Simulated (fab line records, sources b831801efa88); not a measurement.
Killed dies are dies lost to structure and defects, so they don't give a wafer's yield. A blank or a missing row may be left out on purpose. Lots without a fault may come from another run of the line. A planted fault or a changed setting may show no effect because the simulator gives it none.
Which tool did it? | flow gf180mcu | 12 lots, 36 wafers sampled, at 1 step of a route of 602

WHAT THE GAUGES READ, wafer by wafer
GF_V2_BOW_MEAS_05.
lot  | measured     | on            | V2_BOW (um)
L075 | day 19 23:57 | film_metro-04 | 93 96 99
L077 | day 20 18:44 | film_metro-01 | 86 91 98
L079 | day 21 02:28 | film_metro-04 | 101 97 98
L081 | day 21 23:01 | film_metro-04 | 92 97 98
L083 | day 23 06:57 | film_metro-01 | 104 104 100
L085 | day 23 14:26 | film_metro-04 | 99 108 101
L087 | day 24 08:57 | film_metro-04 | 99 104 104
L089 | day 24 17:39 | film_metro-01 | 102 104 98
L091 | day 25 10:34 | film_metro-02 | 107 99 105
L093 | day 26 06:20 | film_metro-01 | 104 103 98
L095 | day 26 15:41 | film_metro-02 | 108 101 105
L097 | day 27 03:59 | film_metro-04 | 98 100 96

WHICH TOOL RAN EACH LOT (tool, then ch and the chambers of the sampled wafers, then the start)
The record holds no process step before these readings.

THE ANSWER, worked out from the rows above alone
Rule: what is usual is taken from the lots themselves. Put in order of their means at a reading, lots are off if they are a third of the lots or fewer, leave a main group of 4 or more, and stand apart from it by a gap of 3 or more times the standard deviation of the main group's means; of several such gaps the widest counts. A main group whose means are all the same, to the digits that the tables above print for the reading, isn't used. A lot without any number at a reading at which 4 lots or more have one is off too. The other lots that the step has rows for count as sound.
No lot is off at any reading shown: from this, nothing can be told.

WHAT THE SIMULATOR HAD PUT IN
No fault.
